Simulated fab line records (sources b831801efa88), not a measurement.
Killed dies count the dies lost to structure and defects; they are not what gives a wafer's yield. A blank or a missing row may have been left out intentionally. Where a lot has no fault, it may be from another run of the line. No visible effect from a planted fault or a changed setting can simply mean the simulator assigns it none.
2 desks looking at one fault + flow gf180mcu + each desk has only its own numbers; what lay behind them comes last

== THE METROLOGY DESK ==
What the gauges read for every lot (on any tool): the sampled wafers with a number, averaged. The brackets show how far a lot's mean lies from the usual mean; more than 4 standard deviations puts the lot out of limits, marked OUT.
Columns: A = M5_OVL at GF_M5_OVL_MEAS_08, usual -4 nm; B = TOP_METAL_ALCU_RS at GF_TOP_METAL_RS_MEAS_05, usual 0.0329 ohm/sq; C = TOP_METAL_ALCU_THK at GF_TOP_METAL_THK_MEAS_06, usual 889 nm
| lot  | first seen here | A  | B                | C             |
|------|-----------------|----|------------------|---------------|
| L363 | day 26 06:58    | -4 | 0.0329           | 893           |
| L365 | day 27 00:33    | -6 | 0.0328           | 887           |
| L367 | day 27 15:46    | -4 | 0.0328           | 892           |
| L368 | day 28 01:11    | -4 | 0.0323           | 903           |
| L369 | day 28 08:17    | -5 | 0.0329           | 887           |
| L370 | day 28 11:32    | -1 | 0.0326           | 895           |
| L374 | day 29 13:43    | -4 | 0.0404 (+18) OUT | 721 (-14) OUT |
| L377 | day 30 11:38    | -7 | 0.0406 (+19) OUT | 721 (-14) OUT |
| L379 | day 31 06:10    | -1 | 0.0327           | 894           |
| L381 | day 31 17:33    | -2 | 0.0326           | 900           |
| L384 | day 32 18:02    | -3 | 0.0328           | 889           |
| L386 | day 32 18:07    | -5 | 0.0320           | 913           |
This desk finds L374, L377 out of limits, with the earliest case on L374 at day 30 11:13 (TOP_METAL_ALCU_RS at GF_TOP_METAL_RS_MEAS_05). Within limits: L363, L365, L367, L368, L369, L370, L379, L381, L384, L386.

== TOOL OWNER'S DESK, pvd sputter-01 ==
The tool's own readings at GF_TOP_METAL_SPUTTER_02 (material AlCu, target thk 900 nm, time 47.82 s): means of the sampled wafers that have a number, for each lot that ran on this tool. The brackets show how far a lot's mean lies from the usual mean; more than 4 standard deviations puts the lot out of limits, marked OUT.
Columns: A = throttle valve pct at GF_TOP_METAL_SPUTTER_02, usual 29.7 %
| lot  | first seen here | A    |
|------|-----------------|------|
| L365 | day 27 23:11    | 30.3 |
| L367 | day 28 14:13    | 29.4 |
| L374 | day 30 11:05    | 28.8 |
| L377 | day 31 07:56    | 30.0 |
This desk found nothing out of limits on any of the 4 lots.

== PUT TOGETHER ==
Metrology desk: alarm possible at day 30 11:13 on L374, L377.
The desk of the tool owner found nothing out of limits.
The tool owner's desk has L374, L377 on record, within its limits.
GF_TOP_METAL_SPUTTER_02 was run on pvd sputter-01 by each of the lots named.

== WHAT THE SIMULATOR HAD INSERTED ==
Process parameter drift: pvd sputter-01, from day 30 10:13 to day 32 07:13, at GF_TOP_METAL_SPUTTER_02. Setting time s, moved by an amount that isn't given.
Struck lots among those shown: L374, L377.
Time in hours between the start of the fault and the first out-of-limits reading at each desk: metrology desk, 1.
